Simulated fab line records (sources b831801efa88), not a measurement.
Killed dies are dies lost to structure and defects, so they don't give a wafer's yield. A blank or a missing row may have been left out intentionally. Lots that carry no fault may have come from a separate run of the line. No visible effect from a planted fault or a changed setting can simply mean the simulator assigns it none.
Comparing a struck lot with a sound one ; flow gf180mcu ; 14 out of 602 route steps
Sound: the wafers L952.1, L952.2, L952.3. Struck: wafer L963.5 (left out: L963.4, L963.6 of the same lot, which were not struck); the cause appears at the end.
Per side, at each step with rows, come the tool, then ch with its chambers, and then its first start. Under that, the readings that differ: sound wafers ; struck wafers ; difference of the means ; sigmas: that difference in standard deviations of wafers without a fault.
alike: same words and numbers on both sides, and readings whose means sit less than 2 such deviations apart. not compared: any withheld reading, any reading some wafer has no value for, any bound like >300 that may hide the same value, and any number with overlapping values for which the record gives no deviation.
Wherever a step has rows on one side only, a row that says differs or no value, or a row with sigmas, the two part there. When numbers do not overlap yet have no deviation, they are printed without sigmas and do not part them. Lack of a reading on every wafer of one side parts them only where that side has two or more wafers.

GF_V1_OVL_MEAS_15:
  sound on overlay-02 at day 20 04:34; struck on overlay-02 at day 24 03:43
  alike: V1_OVL
GF_V1_ETCH_16: etches BARC in N2/H2.
  sound on rieDiel-03 ch 1,2,3, day 20 04:37; struck on rieDiel-01 ch 3, day 24 03:46
reading;sound;struck;difference;sigmas
throttleValvePct (%);13.216 13.213 13.224;13.242;+0.024;+2
  alike: drypumpMotorCurrentA, oesProductAu
then, 1 step without rows for these wafers: GF_V1_ETCH_17 (etches SiO2 in C4F8/O2/Ar, stops on TiN, target depth 630 nm).
GF_V1_STRIP_18: strips in O2/N2.
  sound on plasmaAsher-04 ch 0,1, day 20 04:44; struck on plasmaAsher-04 ch 1, day 24 03:54
  alike: drypumpMotorCurrentA, heaterPowerW, oesProductAu
  not compared: rfHoursCounterH
then, 3 steps without rows for these wafers: GF_V1_STRIP_19 (strips in post etch residue remover, time 1200 s); GF_V1_CLEAN_20 (cleans in DIW); GF_V1_SPUTTER_21 (material Ti, target thk 15 nm, time 80.02 s).
GF_V1_SPUTTER_22: material TiN, target thk 10 nm, time 40 s.
  sound on pvdSputter-02 at day 20 05:22; struck on pvdSputter-02 at day 24 04:29
  alike: throttleValvePct
GF_V1_CVD_23: deposits W, target thk 350 nm, time 105.05 s.
  sound on cvdW-01 ch 0,1, day 20 05:24; struck on cvdW-01 ch 1, day 24 04:34
  alike: heaterPowerW
GF_V1_RS_MEAS_24: uses a four-point probe to measure.
  sound on filmMetro-02 at day 20 05:31; struck on filmMetro-02 at day 24 04:42
reading;sound;struck;difference;sigmas
V1_W_RS (ohm/sq);0.337 0.336 0.338;0.329;-0.008;-2
GF_V1_THK_MEAS_25: measures by xrf.
  sound on filmMetro-02 at day 20 05:38; struck on filmMetro-02 at day 24 04:47
reading;sound;struck;difference;sigmas
V1_W_THK (nm);341 342 339;354;+13;+3
then, 1 step without rows for these wafers: GF_V1_CMP_26 (polishes, stops on SiO2, t overpolish 15 s, target thk 0 nm).
GF_M2_SPUTTER_00: material Ti, target thk 37.5 nm, time 150 s.
  sound on pvdSputter-03 at day 20 05:59; struck on pvdSputter-04 at day 24 05:07
reading;sound;struck;difference;sigmas
throttleValvePct (%);30.3 28.9 31.4;28.0;-2.2;-2
model.Ti_of_M2_SPUTTER_00.thkNm (nm);37.8 37.53 37.57;49.2;+11.6;
  alike: substrateTempC
GF_M2_SPUTTER_01: material TiN, target thk 30 nm, time 25 s.
  sound on pvdSputter-03 at day 20 06:05; struck on pvdSputter-04 at day 24 05:13
  alike: throttleValvePct

WHERE THEY PART
At GF_V1_ETCH_16 first; at GF_M2_SPUTTER_00 last (within this record only). Later steps at which nothing parts them and some readings are alike: GF_M2_SPUTTER_01.

WHY: whatever the simulator had introduced
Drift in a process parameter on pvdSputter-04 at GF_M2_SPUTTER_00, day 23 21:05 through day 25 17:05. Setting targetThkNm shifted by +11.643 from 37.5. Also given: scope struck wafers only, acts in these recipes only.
